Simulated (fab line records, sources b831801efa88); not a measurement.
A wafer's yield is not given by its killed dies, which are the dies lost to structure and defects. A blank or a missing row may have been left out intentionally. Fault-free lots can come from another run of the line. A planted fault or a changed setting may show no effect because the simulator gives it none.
Which tool was responsible? ; flow gf180mcu ; 33 wafers from 11 lots sampled at 6 of the route's 602 steps

WHAT THE GAUGES READ, wafer by wafer
GF_STI_THK_MEAS_02. Usual: STI_OXIDATION_THK 10.00 nm, standard deviation 0.19.
lot;measured;on;STI_OXIDATION_THK (nm);flag
L410;day 1 11:31;film metro-02;10.14 10.04 9.94;
L412;day 1 21:57;film metro-04;10.25 10.18 10.08;
L415;day 2 12:40;film metro-04;9.88 9.81 9.96;
L416;day 2 17:31;film metro-04;9.98 9.77 9.81;
L419;day 3 08:31;film metro-04;10.21 10.17 10.26;
L420;day 3 13:32;film metro-01;9.82 9.79 9.85;
L421;day 3 18:35;film metro-01;10.24 10.15 10.25;
L427;day 5 00:31;film metro-01;10.12 10.26 10.18;
L428;day 5 05:32;film metro-01;10.38 10.15 10.38;
L430;day 5 15:31;film metro-02;9.98 9.91 10.08;
L433;day 6 10:24;film metro-01;9.96 9.89 9.84;

GF_NWELL_TW_MEAS_11. Usual: NWELL_TW 1579, standard deviation 13.
lot;measured;on;NWELL_TW;flag
L410;day 3 08:34;film metro-01;1567 1564 1569;
L412;day 3 19:26;film metro-04;1565 1570 1571;
L415;day 4 11:57;film metro-01;1569 1563 1570;
L416;day 4 16:14;film metro-03;1597 1599 1588;
L419;day 5 07:19;film metro-04;1573 1571 1567;
L420;day 5 13:27;film metro-03;1458 1459 1452;OFF
L421;day 5 18:40;film metro-01;1429 1437 1434;OFF
L427;day 7 06:46;film metro-01;1588 1568 1571;
L428;day 7 12:34;film metro-04;1553 1554 1549;
L430;day 8 03:52;film metro-01;1568 1570 1563;
L433;day 8 19:37;film metro-03;1583 1586 1583;

GF_VT_IMPLANT_RS_MEAS_47: measurement is done with a four-point probe. Usual: NWELL_RS 486.6 ohm/sq, standard deviation 1.1.
lot;measured;on;NWELL_RS (ohm/sq);flag
L410;day 7 11:12;film metro-03;486.7 487.3 485.8;
L412;day 8 01:46;film metro-03;486.6 485.8 485.6;
L415;day 8 19:07;film metro-03;488.6 488.0 486.8;
L416;day 9 00:46;film metro-04;486.3 487.2 488.4;
L419;day 10 02:22;film metro-04;485.5 485.8 487.1;
L420;day 10 01:52;film metro-03;580.9 581.7 581.9;OFF
L421;day 10 08:49;film metro-01;582.7 583.0 583.2;OFF
L427;day 12 06:13;film metro-01;485.6 485.7 487.1;
L428;day 12 15:15;film metro-04;487.2 487.4 488.0;
L430;day 13 09:46;film metro-03;487.2 486.8 485.7;
L433;day 14 07:49;film metro-03;487.1 486.7 485.8;

TOOL THAT RAN EACH LOT (tool first, then ch and the chambers of the sampled wafers, then the start)
lot;GF_STI_CMP_25;GF_NWELL_IMPLANT_08;GF_LVPWELL_STRIP_10
L410;cmp-02 ch 0,1, day 2 05:04;implanter-03 ch 0, day 3 08:10;plasma asher-01 ch 0,1, day 3 21:55
L412;cmp-02 ch 1,2,3, day 2 14:29;implanter-01 ch 0, day 3 19:02;plasma asher-02 ch 0,1, day 4 08:43
L415;cmp-02 ch 1,2, day 3 07:01;implanter-04 ch 0, day 4 11:34;plasma asher-01 ch 0,1, day 5 01:37
L416;cmp-02 ch 0,1,3, day 3 09:57;implanter-04 ch 0, day 4 15:50;plasma asher-03 ch 1, day 5 06:31
L419;cmp-02 ch 1,2,3, day 4 01:24;implanter-03 ch 0, day 5 06:55;plasma asher-02 ch 0,1, day 5 21:52
L420;cmp-01 ch 0,1,3, day 4 06:47;implanter-03 ch 0, day 5 13:05;plasma asher-02 ch 0,1, day 6 03:30
L421;cmp-02 ch 0,1,2, day 4 11:36;implanter-03 ch 0, day 5 18:16;plasma asher-02 ch 0,1, day 6 09:34
L427;cmp-02 ch 0,1,2, day 5 21:14;implanter-01 ch 0, day 7 06:22;plasma asher-03 ch 0,1, day 7 22:10
L428;cmp-02 ch 0,1,2, day 6 02:41;implanter-01 ch 0, day 7 12:13;plasma asher-02 ch 0,1, day 8 04:39
L430;cmp-02 ch 0,1,3, day 6 13:07;implanter-01 ch 0, day 8 03:28;plasma asher-02 ch 0,1, day 8 19:52
L433;cmp-01 ch 0,2,3, day 7 07:24;implanter-03 ch 0, day 8 19:13;plasma asher-03 ch 0,1, day 9 13:16
- GF_STI_CMP_25: polishes, stops on Si3N4, t overpolish 33 s, target thk 524.6 nm.
- GF_NWELL_IMPLANT_08
- GF_LVPWELL_STRIP_10: strips in O2/N2.

AS READ BY THE TOOLS THEMSELVES (means over the sampled wafers that have a number; for cases with no such wafer, the mark the record gives instead)
GF_STI_CMP_25. Usual: motor current A 10.9 A, standard deviation 0.95; overpolish run s 33.000 s, standard deviation 0.0092; slurry filter dp kPa 13.50 kPa, standard deviation 0.12; time to endpoint s 114 s, standard deviation 3.3.
lot;tool;motor current A (A);overpolish run s (s);slurry filter dp kPa (kPa);time to endpoint s (s);flag
L410;cmp-02;10.7;33.008;13.57;115;
L412;cmp-02;11.3;33.000;13.45;111;
L415;cmp-02;11.3;33.004;13.45;109;
L416;cmp-02;10.9;33.010;13.63;112;
L419;cmp-02;11.3;33.001;13.64;107;
L420;cmp-01;10.5;32.994;13.54;116;
L421;cmp-02;10.9;32.997;13.51;114;
L427;cmp-02;11.1;32.992;13.43;111;
L428;cmp-02;11.3;32.992;13.60;112;
L430;cmp-02;11.0;32.999;13.55;116;
L433;cmp-01;10.0;32.990;13.40;111;

GF_NWELL_IMPLANT_08. Usual: dose ions cm2 1.5001e+13, standard deviation 1.5e+10; end station pressure torr 5.07e-06 Torr, standard deviation 2.8e-07; faraday current uA 84.5, standard deviation 1.6.
lot;tool;dose ions cm2;end station pressure torr (Torr);faraday current uA;flag
L410;implanter-03;1.5005e+13;5.12e-06;83.1;
L412;implanter-01;1.5010e+13;5.27e-06;85.1;
L415;implanter-04;1.5001e+13;5.16e-06;84.3;
L416;implanter-04;1.5012e+13;4.98e-06;85.9;
L419;implanter-03;1.5005e+13;5.19e-06;84.7;
L420;implanter-03;1.0741e+13;4.86e-06;61.3;OFF
L421;implanter-03;1.0755e+13;5.11e-06;59.5;OFF
L427;implanter-01;1.4989e+13;4.87e-06;82.9;
L428;implanter-01;1.4990e+13;5.17e-06;83.5;
L430;implanter-01;1.5012e+13;5.01e-06;84.2;
L433;implanter-03;1.4987e+13;5.32e-06;82.4;

GF_LVPWELL_STRIP_10. Usual: drypump motor current A 5.7 A, standard deviation 0.4; heater power w 346 W, standard deviation 54; oes product au 0.723 a.u., standard deviation 0.0047; platen temp c 250.03 C, standard deviation 0.16; strip time to endpoint s 37.00 s, standard deviation 0.078.
lot;tool;drypump motor current A (A);heater power w (W);oes product au (a.u.);platen temp c (C);strip time to endpoint s (s);flag
L410;plasma asher-01;5.5;315;0.723;250.01;36.98;
L412;plasma asher-02;5.3;395;0.722;250.12;37.00;
L415;plasma asher-01;5.6;304;0.719;249.94;37.02;
L416;plasma asher-03;5.8;319;0.718;249.92;37.02;
L419;plasma asher-02;5.3;390;0.724;249.83;36.98;
L420;plasma asher-02;5.6;433;0.721;249.77;37.09;
L421;plasma asher-02;5.3;386;0.717;250.13;37.03;
L427;plasma asher-03;5.9;332;0.720;250.27;37.05;
L428;plasma asher-02;5.6;445;0.722;249.94;37.07;
L430;plasma asher-02;5.6;426;0.720;250.02;36.89;
L433;plasma asher-03;5.9;329;0.722;250.18;36.97;

THE ANSWER, worked out from the rows above alone
Rule: a lot is off if the mean of its wafers that have a number lies more than 3 standard deviations from the usual mean. A lot without any number at a reading at which 4 lots or more have one is off too. All remaining lots with rows at the step are treated as sound. After the gauges, taken in route order, come the tools' own readings; for these a lot's mean is taken, as printed above. The first step at which some lot is off is used, and at that step the reading that is off furthest; a lot without a number counts as furthest.
Off: L420, L421, at GF_NWELL_TW_MEAS_11 (NWELL_TW).
A tool fits if, at a process step before that reading, it ran every lot that is off, and no sound lot after the first of them. Not tried: the gauges at GF_NWELL_TW_MEAS_11; whatever is off there is also off at GF_NWELL_IMPLANT_08, on other tools, and gauge error can't account for it. No candidate that was tried fits.

WHAT THE SIMULATOR HAD PUT IN
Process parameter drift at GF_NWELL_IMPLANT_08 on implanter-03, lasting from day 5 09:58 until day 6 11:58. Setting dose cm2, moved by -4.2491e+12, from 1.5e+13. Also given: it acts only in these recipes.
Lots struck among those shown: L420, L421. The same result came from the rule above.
